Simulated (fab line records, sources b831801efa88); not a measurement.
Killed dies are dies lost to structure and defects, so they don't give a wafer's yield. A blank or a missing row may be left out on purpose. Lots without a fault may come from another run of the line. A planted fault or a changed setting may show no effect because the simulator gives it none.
Chamber matching | flow sky130 | SKY_VIA3_CMP_24 on cmp-01: 4 sister chambers
The step polishes, stops on SiO2, t overpolish 20 s, target thk 0 nm. 8 wafers are shown with their chamber, then 8 later ones without.

WAFERS WITH THEIR CHAMBER
wafer  | chamber | motor_current_A (A) | retaining_ring_pressure_frac
L251.6 | 1       | 10.4                | 0.996
L253.5 | 3       | 13.0                | 1.008
L252.5 | 3       | 14.0                | 1.002
L252.6 | 2       | 11.6                | 1.001
L263.2 | 2       | 12.2                | 1.006
L263.3 | 0       | 10.8                | 1.003
L263.4 | 1       | 10.3                | 0.999
L265.3 | 0       | 11.4                | 0.998

WAFERS WITHOUT THEIR CHAMBER
wafer  | motor_current_A (A) | retaining_ring_pressure_frac
L265.4 | 10.1                | 1.004
L265.5 | 11.9                | 0.996
L267.1 | 11.2                | 1.001
L267.4 | 13.2                | 0.999
L267.6 | 9.9                 | 0.997
L268.1 | 9.5                 | 1.004
L268.2 | 12.6                | 0.995
L268.4 | 13.4                | 1.002

WHICH CHAMBER EACH WENT THROUGH
wafer  | from the rows above          | in truth
L265.4 | can't be placed: 1 or 0 or 2 | 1
L265.5 | can't be placed: 0 or 2 or 1 | 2
L267.1 | can't be placed: 0 or 2 or 1 | 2
L267.4 | can't be placed: 3 or 2      | 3
L267.6 | can't be placed: 1 or 0      | 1
L268.1 | can't be placed: 1 or 0      | 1
L268.2 | can't be placed: 2 or 3 or 0 | 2
L268.4 | 3                            | 3
Placed correctly: 1 of 8. Can't be placed from these rows: 7 (the true chamber is among the candidates in 7). Placed wrongly: 0.
How it was worked out, from the rows above alone: a wafer's distance from a chamber is the root of the sum, over the readings, of the square of ((its reading less the chamber's mean) divided by the reading's scatter). The wafer belongs to the nearest chamber; if the next one is less than 2 further off, it can't be placed. A chamber's mean is the mean of its shown wafers. The scatter: the root of (the sum of the squares of (reading less its chamber's mean) over the shown wafers, divided by (wafers less chambers)).
